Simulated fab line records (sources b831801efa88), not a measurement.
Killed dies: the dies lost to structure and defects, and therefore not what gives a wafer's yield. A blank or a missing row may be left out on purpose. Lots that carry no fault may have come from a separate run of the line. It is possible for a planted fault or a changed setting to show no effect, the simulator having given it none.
The tool behind it: which one? + flow gf180mcu + 12 lots with 36 wafers sampled at 5 steps, on a route of 602 steps

## WHAT THE GAUGES READ, wafer by wafer
GF_PSD_RS_MEAS_14: uses a four-point probe to measure. Usual: for NSD_RS the level is 46.15 ohm/sq and the standard deviation is 0.077.
| lot  | measured     | on            | NSD_RS (ohm/sq)   | flag |
|------|--------------|---------------|-------------------|------|
| L711 | day 14 06:13 | film metro-02 | 46.19 46.08 46.09 |      |
| L713 | day 15 03:13 | film metro-02 | 46.62 46.71 46.57 | OFF  |
| L714 | day 15 12:03 | film metro-01 | 46.08 46.09 46.10 |      |
| L716 | day 15 23:38 | film metro-02 | 46.77 46.75 46.68 | OFF  |
| L724 | day 18 21:24 | film metro-01 | 46.20 46.05 46.10 |      |
| L725 | day 19 05:23 | film metro-01 | 46.10 46.07 46.07 |      |
| L727 | day 19 20:44 | film metro-04 | 46.27 46.15 46.12 |      |
| L729 | day 20 18:02 | film metro-02 | 46.10 46.10 46.00 |      |
| L731 | day 21 08:49 | film metro-02 | 46.15 46.11 46.09 |      |
| L732 | day 21 12:50 | film metro-02 | 46.20 46.25 46.21 |      |
| L733 | day 22 05:59 | film metro-04 | 46.12 46.14 46.13 |      |
| L734 | day 22 13:33 | film metro-01 | 46.24 46.27 46.14 |      |

GF_V1_OVL_MEAS_15. Usual: for V1_OVL the level is 0 nm and the standard deviation is 5.7.
| lot  | measured     | on         | V1_OVL (nm) | flag |
|------|--------------|------------|-------------|------|
| L711 | day 18 03:13 | overlay-01 | 8 12 12     |      |
| L713 | day 19 02:42 | overlay-02 | 13 4 1      |      |
| L714 | day 19 13:30 | overlay-02 | 1 8 2       |      |
| L716 | day 20 01:32 | overlay-01 | -6 1 6      |      |
| L724 | day 23 02:58 | overlay-01 | -1 -3 -4    |      |
| L725 | day 23 10:02 | overlay-02 | -8 -1 -2    |      |
| L727 | day 23 23:21 | overlay-02 | 0 0 -1      |      |
| L729 | day 24 18:35 | overlay-02 | -6 -1 5     |      |
| L731 | day 25 08:10 | overlay-02 | -4 4 6      |      |
| L732 | day 25 13:27 | overlay-01 | 2 10 -1     |      |
| L733 | day 26 03:09 | overlay-02 | 9 4 3       |      |
| L734 | day 26 09:51 | overlay-02 | -6 -6 -3    |      |

## TOOL THAT RAN EACH LOT (tool first, then ch and the chambers of the sampled wafers, then the start)
| lot  | GF_NWELL_STRIP_10                   | GF_NSD_IMPLANT_09               | GF_NSD_STRIP_11                      |
|------|-------------------------------------|---------------------------------|--------------------------------------|
| L711 | plasma asher-01 ch 0,1, day 3 10:37 | implanter-01 ch 0, day 13 09:35 | plasma asher-01 ch 0,1, day 13 09:53 |
| L713 | plasma asher-03 ch 0,1, day 3 17:58 | implanter-01 ch 0, day 14 05:26 | plasma asher-01 ch 0,1, day 14 05:44 |
| L714 | plasma asher-03 ch 0,1, day 4 01:43 | implanter-03 ch 0, day 14 14:05 | plasma asher-03 ch 0,1, day 14 14:23 |
| L716 | plasma asher-04 ch 0,1, day 4 10:17 | implanter-01 ch 0, day 15 01:26 | plasma asher-04 ch 0,1, day 15 01:44 |
| L724 | plasma asher-03 ch 1, day 6 09:49   | implanter-01 ch 0, day 17 20:43 | plasma asher-04 ch 0,1, day 17 20:59 |
| L725 | plasma asher-04 ch 0,1, day 6 12:19 | implanter-03 ch 0, day 18 04:11 | plasma asher-04 ch 0,1, day 18 04:29 |
| L727 | plasma asher-01 ch 0,1, day 6 22:38 | implanter-03 ch 0, day 18 19:13 | plasma asher-04 ch 0,1, day 18 19:29 |
| L729 | plasma asher-04 ch 0,1, day 7 12:47 | implanter-01 ch 0, day 19 16:38 | plasma asher-01 ch 0,1, day 19 16:56 |
| L731 | plasma asher-03 ch 0,1, day 7 21:28 | implanter-04 ch 0, day 20 07:59 | plasma asher-01 ch 0,1, day 20 08:16 |
| L732 | plasma asher-04 ch 0,1, day 8 01:31 | implanter-01 ch 0, day 20 11:53 | plasma asher-01 ch 0,1, day 20 12:11 |
| L733 | plasma asher-01 ch 0,1, day 8 11:32 | implanter-03 ch 0, day 21 05:40 | plasma asher-01 ch 0,1, day 21 05:58 |
| L734 | plasma asher-04 ch 1, day 8 18:49   | implanter-01 ch 0, day 21 12:56 | plasma asher-04 ch 0,1, day 21 13:13 |
- GF_NWELL_STRIP_10: strips in O2/N2.
- GF_NSD_IMPLANT_09
- GF_NSD_STRIP_11: strips in O2/N2.

## AS READ BY THE TOOLS THEMSELVES (means over the sampled wafers that have a number; for cases with no such wafer, the mark the record gives instead)
GF_NWELL_STRIP_10. Usual: drypump motor current A 5.6 A, standard deviation 0.36; heater power w 325 W, standard deviation 20; n2 flow sccm 300.1 sccm, standard deviation 1; oes product au 0.722 a.u., standard deviation 0.0045; strip time to endpoint s 37.02 s, standard deviation 0.095.
| lot  | tool            | drypump motor current A (A) | heater power w (W) | n2 flow sccm (sccm) | oes product au (a.u.) | strip time to endpoint s (s) | flag |
|------|-----------------|-----------------------------|--------------------|---------------------|-----------------------|------------------------------|------|
| L711 | plasma asher-01 | 5.3                         | 303                | 302.0               | 0.720                 | 36.91                        |      |
| L713 | plasma asher-03 | 5.9                         | 322                | 300.8               | 0.722                 | 36.97                        |      |
| L714 | plasma asher-03 | 5.5                         | 311                | 298.2               | 0.723                 | 37.07                        |      |
| L716 | plasma asher-04 | 5.6                         | 345                | 299.6               | 0.719                 | 37.03                        |      |
| L724 | plasma asher-03 | 6.3                         | 328                | 299.0               | 0.726                 | 36.83                        |      |
| L725 | plasma asher-04 | 5.6                         | 344                | 300.1               | 0.723                 | 36.93                        |      |
| L727 | plasma asher-01 | 5.2                         | 295                | 300.8               | 0.724                 | 37.14                        |      |
| L729 | plasma asher-04 | 5.6                         | 347                | 299.8               | 0.723                 | 37.03                        |      |
| L731 | plasma asher-03 | 5.8                         | 319                | 300.3               | 0.720                 | 37.07                        |      |
| L732 | plasma asher-04 | 5.6                         | 346                | 299.8               | 0.721                 | 37.00                        |      |
| L733 | plasma asher-01 | 5.2                         | 299                | 300.0               | 0.722                 | 36.91                        |      |
| L734 | plasma asher-04 | 5.5                         | 345                | 299.6               | 0.723                 | 37.06                        |      |

GF_NSD_STRIP_11. Usual: drypump motor current A 5.5 A, standard deviation 0.33; heater power w 316 W, standard deviation 21; n2 flow sccm 300.1 sccm, standard deviation 0.95; oes product au 0.487 a.u., standard deviation 0.0047; strip time to endpoint s 22.96 s, standard deviation 0.038.
| lot  | tool            | drypump motor current A (A) | heater power w (W) | n2 flow sccm (sccm) | oes product au (a.u.) | strip time to endpoint s (s) | flag |
|------|-----------------|-----------------------------|--------------------|---------------------|-----------------------|------------------------------|------|
| L711 | plasma asher-01 | 5.3                         | 294                | 300.3               | 0.491                 | 22.93                        |      |
| L713 | plasma asher-01 | 5.2                         | 301                | 300.6               | 0.490                 | 22.58                        | OFF  |
| L714 | plasma asher-03 | 5.9                         | 320                | 300.1               | 0.488                 | 23.01                        |      |
| L716 | plasma asher-04 | 5.6                         | 338                | 300.5               | 0.493                 | 22.53                        | OFF  |
| L724 | plasma asher-04 | 5.6                         | 337                | 299.3               | 0.488                 | 22.94                        |      |
| L725 | plasma asher-04 | 5.6                         | 335                | 300.5               | 0.486                 | 22.97                        |      |
| L727 | plasma asher-04 | 5.6                         | 342                | 300.5               | 0.488                 | 22.98                        |      |
| L729 | plasma asher-01 | 5.3                         | 298                | 299.2               | 0.486                 | 22.98                        |      |
| L731 | plasma asher-01 | 5.3                         | 300                | 300.9               | 0.488                 | 22.97                        |      |
| L732 | plasma asher-01 | 5.2                         | 304                | 299.5               | 0.489                 | 22.98                        |      |
| L733 | plasma asher-01 | 5.3                         | 295                | 299.6               | 0.490                 | 22.92                        |      |
| L734 | plasma asher-04 | 5.6                         | 333                | 300.3               | 0.490                 | 22.97                        |      |

## THE ANSWER, worked out from the rows above alone
Rule: take the mean of a lot's wafers that have a number; if it is more than 3 standard deviations from the usual mean, the lot is off. Also off: a lot with no number at a reading for which 4 or more lots have one. Any other lot the step has rows for is counted as sound. Order of review: gauges by route order, followed by the tools' own readings, for which a lot's mean as printed above is used. At the first step where some lot is off, the reading lying furthest off is the one used; lots without a number count as furthest.
Off: L713, L716, at GF_PSD_RS_MEAS_14 (NSD_RS).
A tool fits if, at a process step before that reading, it ran every lot that is off, and no sound lot after the first of them. Not tried: the gauges at GF_PSD_RS_MEAS_14; whatever is off there is also off at GF_NSD_STRIP_11, on other tools, and gauge error can't account for it. Of those tried, none fits.

## WHAT THE SIMULATOR PUT IN
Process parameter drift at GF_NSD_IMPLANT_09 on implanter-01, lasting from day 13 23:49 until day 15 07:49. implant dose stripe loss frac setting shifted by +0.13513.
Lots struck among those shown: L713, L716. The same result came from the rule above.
